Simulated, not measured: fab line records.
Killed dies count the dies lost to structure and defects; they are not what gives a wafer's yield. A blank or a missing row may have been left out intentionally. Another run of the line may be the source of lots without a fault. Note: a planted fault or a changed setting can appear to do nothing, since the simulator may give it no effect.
What tool caused it? :: flow sky130 :: at 1 step of a route of 708, 13 lots with 39 wafers sampled

== WHAT THE GAUGES READ, wafer by wafer ==
SKY_FIELD_ISO_THK_MEAS_25.
lot: L887
measured: day 2 06:43
on: film metro-03
FIELD_ISO_CVD_24_THK (nm): 601 596 602

lot: L888
measured: day 2 13:01
on: film metro-03
FIELD_ISO_CVD_24_THK (nm): 591 594 601

lot: L889
measured: day 2 20:38
on: film metro-02
FIELD_ISO_CVD_24_THK (nm): 598 595 602

lot: L891
measured: day 3 03:31
on: film metro-04
FIELD_ISO_CVD_24_THK (nm): 584 590 589

lot: L900
measured: day 5 03:21
on: film metro-03
FIELD_ISO_CVD_24_THK (nm): 604 592 596

lot: L901
measured: day 5 07:22
on: film metro-03
FIELD_ISO_CVD_24_THK (nm): 600 604 603

lot: L902
measured: day 5 13:57
on: film metro-03
FIELD_ISO_CVD_24_THK (nm): 604 598 604

lot: L903
measured: day 5 18:41
on: film metro-04
FIELD_ISO_CVD_24_THK (nm): 588 585 592

lot: L905
measured: day 6 04:21
on: film metro-04
FIELD_ISO_CVD_24_THK (nm): 598 595 595

lot: L907
measured: day 6 15:26
on: film metro-04
FIELD_ISO_CVD_24_THK (nm): 605 592 602

lot: L908
measured: day 6 22:14
on: film metro-04
FIELD_ISO_CVD_24_THK (nm): 605 601 604

lot: L909
measured: day 7 03:47
on: film metro-03
FIELD_ISO_CVD_24_THK (nm): 605 607 609

lot: L910
measured: day 7 14:53
on: film metro-02
FIELD_ISO_CVD_24_THK (nm): 588 588 586

== TOOL THAT RAN EACH LOT (tool first, then ch and the chambers of the sampled wafers, then the start) ==
No process step before these readings appears in the record.

== WHAT THE TOOLS THEMSELVES READ (means of the sampled wafers that have a number; where no wafer has one, the mark that the record gives instead) ==
The record holds no such reading with a usual standard deviation.

== THE ANSWER, worked out from the rows above alone ==
Rule: the usual values come from the lots themselves. Put in order of their means at a reading, lots are off if they are a third of the lots or fewer, leave a main group of 4 or more, and stand apart from it by a gap of 3 or more times the standard deviation of the main group's means; of several such gaps the widest counts. A main group whose means are all the same, to the digits that the tables above print for the reading, isn't used. A lot without any number at a reading at which 4 lots or more have one is off too. The other lots that the step has rows for count as sound. First the gauges in route order, then the tools' own readings, where a lot's mean is used as printed above. At the first step where some lot is off, the reading lying furthest off is the one used; lots without a number count as furthest.
Nothing can be told from this: no lot is off at any reading shown.

== WHAT THE SIMULATOR HAD PUT IN ==
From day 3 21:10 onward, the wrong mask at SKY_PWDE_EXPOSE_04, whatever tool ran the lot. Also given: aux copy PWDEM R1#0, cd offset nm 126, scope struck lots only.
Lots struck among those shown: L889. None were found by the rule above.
